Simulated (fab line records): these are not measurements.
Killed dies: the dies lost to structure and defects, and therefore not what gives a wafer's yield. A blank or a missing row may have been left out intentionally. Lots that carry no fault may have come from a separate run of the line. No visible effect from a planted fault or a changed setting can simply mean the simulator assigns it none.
A struck lot beside a sound one / flow sky130 / 15 out of 708 route steps
Sound: these wafers, L852.2, L852.5, L852.6. Struck: wafers L854.1, L854.4, L854.6. The cause comes at the end.
Each step with rows lists, per side, the tool, then ch with its chambers, then its first start. Under that, the readings that differ: sound wafers / struck wafers / difference of the means / sigmas: that difference in standard deviations of wafers without a fault.
alike: a reading whose means differ by less than 2 such deviations, as well as words and numbers matching on both sides. not compared: withheld readings; readings where some wafer has no value; bounds like >300 that might hide an equal value; numbers whose values overlap and for which the record gives no deviation.
Wherever a step has rows on one side only, a row that says differs or no value, or a row with sigmas, the two part there. Non-overlapping numbers with no deviation appear without sigmas and do not part them. A reading that every wafer of one side lacks parts them only if that side has two wafers or more.

SKY_RES_PROTECT_STRIP_07: strips in O2/N2.
  sound on plasma asher-03 ch 0,1, day 16 14:09; struck on plasma asher-03 ch 0,1, day 17 04:33
  alike: drypump motor current A, oes product au, strip time to endpoint s
  not compared: rf hours counter h
SKY_RES_PROTECT_TW_MEAS_08:
  sound on film metro-01 at day 16 14:16; struck on film metro-01 at day 17 04:39
  alike: POLY_GATE_TW
then, 2 steps without rows for these wafers: SKY_RES_PROTECT_CLEAN_09 (cleans in SC1/SC2, time 150 s); SKY_POLY_GATE_CVD_03 (deposits Si3N4 from DCS/NH3, target thk 75 nm, time 1290 s).
SKY_POLY_GATE_THK_MEAS_04:
  sound on film metro-04 at day 16 17:35; struck on film metro-02 at day 17 06:07
  alike: POLY_GATE_CVD_03_THK
then, 7 steps without rows for these wafers: SKY_POLY_GATE_DEHYDRATE_05 (time 60 s); SKY_POLY_GATE_HMDS_06 (prime time 60 s); SKY_POLY_GATE_COAT_07 (resist thk 110 nm); SKY_POLY_GATE_COAT_08 (resist thk 450 nm); SKY_POLY_GATE_SOFTBAKE_09 (time 90 s); SKY_POLY_GATE_EXPOSE_10 (exposes mask P1M, target cd 150 nm); SKY_POLY_GATE_PEB_11.
SKY_POLY_GATE_DEVELOP_12: develop time 60 s.
  sound on litho track-04 ch 0, day 17 22:00; struck on litho track-04 ch 0, day 18 11:00
reading=developer temp C (C); sound=20.99 20.96 20.92; struck=18.83 18.89 18.80; difference=-2.12; sigmas=-19
SKY_POLY_GATE_CD_MEAS_13: target cd 150 nm.
  sound on cd sem-01 at day 17 22:37; struck on cd sem-01 at day 18 11:11
  alike: cd nm
then, 1 step without rows for these wafers: SKY_PAD_OPEN_PROBE_99.

== WHERE THEY PART ==
Only at SKY_POLY_GATE_DEVELOP_12, as far as this record shows. Later steps at which nothing parts them and some readings are alike: SKY_POLY_GATE_CD_MEAS_13.

WHY: what the simulator had put in
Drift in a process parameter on litho track-04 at SKY_POLY_GATE_DEVELOP_12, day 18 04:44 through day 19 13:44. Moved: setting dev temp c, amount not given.
